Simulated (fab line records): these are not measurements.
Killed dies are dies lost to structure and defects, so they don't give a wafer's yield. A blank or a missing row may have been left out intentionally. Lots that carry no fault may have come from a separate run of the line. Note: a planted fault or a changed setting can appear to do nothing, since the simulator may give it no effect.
Struck lot and sound lot, side by side + flow gf180mcu + 40 out of 602 route steps
Sound: wafers L837.1, L837.2, L837.4. Struck: wafer L832.3 (left out: L832.4, L832.5 of the same lot, which were not struck); the cause appears at the end.
For every step that has rows: the tool of each side, followed by ch and its chambers, followed by its first start. Under that, the readings that differ: sound wafers + struck wafers + difference of the means + sigmas: that difference in standard deviations of wafers without a fault.
alike: same words and numbers on both sides, and readings whose means sit less than 2 such deviations apart. not compared: any withheld reading, any reading some wafer has no value for, any bound like >300 that may hide the same value, and any number with overlapping values for which the record gives no deviation.
A row with sigmas, a row that says differs or no value, or rows on one side alone: a step with any of these is where the two part. When numbers do not overlap yet have no deviation, they are printed without sigmas and do not part them. Lack of a reading on every wafer of one side parts them only where that side has two or more wafers.

GF_SAB_STRIP_13: strips in O2/N2.
  sound on plasma_asher-02 ch 0,1, day 20 02:49; struck on plasma_asher-02 ch 0, day 18 06:35
  alike: chamber_pressure_mTorr, drypump_motor_current_A, heater_power_w, oes_product_au, strip_time_to_endpoint_s
  not compared: rf_hours_counter_h
then, 4 steps without rows for these wafers: GF_SALICIDE_CLEAN_00 (cleans in SC1/SC2, time 150 s); GF_SALICIDE_WET_ETCH_01 (etches SiO2 in dHF, target depth 5 nm, time 100 s); GF_SALICIDE_SPUTTER_02 (material Co, target thk 10 nm, time 20 s); GF_SALICIDE_SPUTTER_03 (material TiN, target thk 20 nm, time 16.7 s).
GF_SALICIDE_RS_MEAS_04: a four-point-probe measurement.
  struck on film_metro-04, day 18 06:50; sound on film_metro-03, day 20 03:03
  alike: SALICIDE_TIN_RS
GF_SALICIDE_THK_MEAS_05: measures by xrf.
  struck on film_metro-04, day 18 06:56; sound on film_metro-03, day 20 03:10
  alike: SALICIDE_TIN_THK
then, 2 steps without rows for these wafers: GF_SALICIDE_RTA_06 (time 30 s); GF_SALICIDE_WET_ETCH_07 (etches the open film in SPM, target depth 120 nm).
GF_SALICIDE_RTA_08: time 30 s.
  sound on rtp_anneal-02 ch 0, day 20 03:31; struck on rtp_anneal-01 ch 0, day 18 07:13
  alike: lamp_power_pct, wafer_temp_C_max
then, 1 step without rows for these wafers: GF_CONTACT_CVD_00 (deposits SiO2, target thk 300 nm, time 50 s).
GF_CONTACT_THK_MEAS_01:
  struck on film_metro-01, day 18 07:20; sound on film_metro-03, day 20 03:46
  alike: CONTACT_CVD_00_THK
GF_CONTACT_CVD_02: deposits SiO2 from TEOS, target thk 860 nm, time 95.992 s.
  sound on pecvd-04 ch 0,1,2, day 20 03:49; struck on pecvd-02 ch 1, day 18 07:23
| reading                                  | sound             | struck | difference | sigmas |
|------------------------------------------|-------------------|--------|------------|--------|
| model.SiO2_of_CONTACT_CVD_02.thk_nm (nm) | 861.4 864.5 875.3 | 295.3  | -571.8     |        |
  alike: heater_power_w
  not compared: since_wet_clean_h
GF_CONTACT_THK_MEAS_03:
  struck on film_metro-03, day 18 07:28; sound on film_metro-01, day 20 03:53
| reading                 | sound       | struck | difference | sigmas |
|-------------------------|-------------|--------|------------|--------|
| CONTACT_CVD_02_THK (nm) | 861 864 876 | 295    | -572       | -44    |
GF_CONTACT_CMP_04: polishes SiO2.
  sound on cmp-01 ch 1,2,3, day 20 03:59; struck on cmp-02 ch 2, day 18 07:34
| reading                | sound       | struck | difference | sigmas |
|------------------------|-------------|--------|------------|--------|
| time_to_endpoint_s (s) | 109 101 108 | 45     | -61        | -10    |
  alike: motor_current_A, slurry_filter_dp_kPa
GF_CONTACT_BOW_MEAS_05:
  struck on film_metro-02, day 18 07:51; sound on film_metro-03, day 20 04:17
  alike: CONTACT_BOW
then, 8 steps without rows for these wafers: GF_CONTACT_DEHYDRATE_06 (time 60 s); GF_CONTACT_HMDS_07 (prime time 60 s); GF_CONTACT_COAT_08; GF_CONTACT_COAT_09 (resist thk 1000 nm); GF_CONTACT_SOFTBAKE_10 (time 60 s); GF_CONTACT_EXPOSE_11 (exposes mask Contact, target cd 220 nm); GF_CONTACT_PEB_12 (peb time 90 s); GF_CONTACT_DEVELOP_13 (develop time 60 s).
GF_CONTACT_CD_MEAS_14: target cd 220 nm.
  struck on cd_sem-01, day 19 07:59; sound on cd_sem-02, day 21 04:02
| reading    | sound             | struck | difference | sigmas |
|------------|-------------------|--------|------------|--------|
| cd_nm (nm) | 221.7 221.0 220.9 | 218.7  | -2.5       | -2     |
GF_CONTACT_OVL_MEAS_15:
  struck on overlay-02, day 19 08:04; sound on overlay-02, day 21 04:10
  alike: CONTACT_OVL
then, 1 step without rows for these wafers: GF_CONTACT_ETCH_16 (etches BARC in N2/H2).
GF_CONTACT_ETCH_17: etches SiO2 in C4F8/O2/Ar, stops on CoSi2, target depth 860 nm.
  sound: rie_diel-03 ch 0,1,3; struck: rie_diel-03 ch 2
| reading                             | sound             | struck | difference | sigmas |
|-------------------------------------|-------------------|--------|------------|--------|
| oes_product_au (a.u.)               | 0.812 0.814 0.813 | 0.675  | -0.138     | -31    |
| model.CONTACT.feature_depth_nm (nm) | 863.7 864.9 860.3 | 596.8  | -266.2     |        |
| model.etch.depth_nm (nm)            | 863.7 864.9 860.3 | 596.8  | -266.2     |        |
  alike: chamber_pressure_mTorr
GF_CONTACT_STRIP_18: strips in O2/N2.
  sound on plasma_asher-04 ch 0,1, day 21 04:22; struck on plasma_asher-02 ch 0, day 19 08:18
  alike: chamber_pressure_mTorr, drypump_motor_current_A, heater_power_w, oes_product_au
  not compared: rf_hours_counter_h
then, 5 steps without rows for these wafers: GF_CONTACT_CLEAN_19 (cleans in SPM); GF_CONTACT_CLEAN_20 (cleans in DIW); GF_CONTACT_CLEAN_21 (cleans in dHF, time 20 s); GF_CONTACT_SPUTTER_22 (material Ti, target thk 15 nm, time 80.02 s); GF_CONTACT_SPUTTER_23 (material TiN, target thk 10 nm, time 40 s).
GF_CONTACT_CVD_24: deposits W, target thk 300 nm, time 90.339 s.
  sound on cvd_w-01 ch 0,1, day 21 04:47; struck on cvd_w-02 ch 0, day 19 08:41
  alike: heater_power_w
  not compared: since_wet_clean_h
GF_CONTACT_RS_MEAS_25: a four-point-probe measurement.
  struck on film_metro-03, day 19 08:48; sound on film_metro-01, day 21 04:53
  alike: CONTACT_W_RS
GF_CONTACT_THK_MEAS_26: measures by xrf.
  struck on film_metro-03, day 19 08:54; sound on film_metro-01, day 21 05:00
  alike: CONTACT_W_THK
GF_CONTACT_CMP_27: polishes, stops on SiO2, t overpolish 15 s, target thk 0 nm.
  sound on cmp-01 ch 0,1,2, day 21 05:07; struck on cmp-02 ch 3, day 19 09:02
| reading                                  | sound           | struck | difference | sigmas |
|------------------------------------------|-----------------|--------|------------|--------|
| time_to_endpoint_s (s)                   | 65 65 70        | 75     | +8         | +2     |
| model.SiO2_of_CONTACT_CVD_02.thk_nm (nm) | 552.6 552.6 552 | 288.5  | -263.9     |        |
  alike: motor_current_A, overpolish_run_s, slurry_filter_dp_kPa
GF_M1_SPUTTER_00: material Ti, target thk 37.5 nm, time 150 s.
  struck on pvd_sputter-02, day 19 09:14; sound on pvd_sputter-03, day 21 05:22
  alike: throttle_valve_pct
-- the record jumps here: 12 days lie between the struck wafers' starts before and after (it left off in module M1 and takes up again in module PASSIVATION, whose first step shown is number 602 of the route) --
GF_PASSIVATION_PROBE_99:
  struck on prober-02, day 31 13:54; sound on prober-01, day 32 21:20
| reading                          | sound             | struck | difference | sigmas |
|----------------------------------|-------------------|--------|------------|--------|
| model.etest.contact_poly.rc_ohm  | 5.933 5.927 5.728 | 5.136  | -0.727     |        |
| model.etest.contact_pplus.rc_ohm | 5.181 5.257 5.294 | 4.343  | -0.901     |        |
| model.etest.contact_nplus.rc_ohm | 5.229 5.397 5.126 | 4.327  | -0.924     |        |

WHERE THEY PART
Earliest at GF_CONTACT_THK_MEAS_03; latest, in this record, at GF_CONTACT_CMP_27. Later steps at which nothing parts them and some readings are alike: GF_M1_SPUTTER_00.

WHY: whatever the simulator had introduced
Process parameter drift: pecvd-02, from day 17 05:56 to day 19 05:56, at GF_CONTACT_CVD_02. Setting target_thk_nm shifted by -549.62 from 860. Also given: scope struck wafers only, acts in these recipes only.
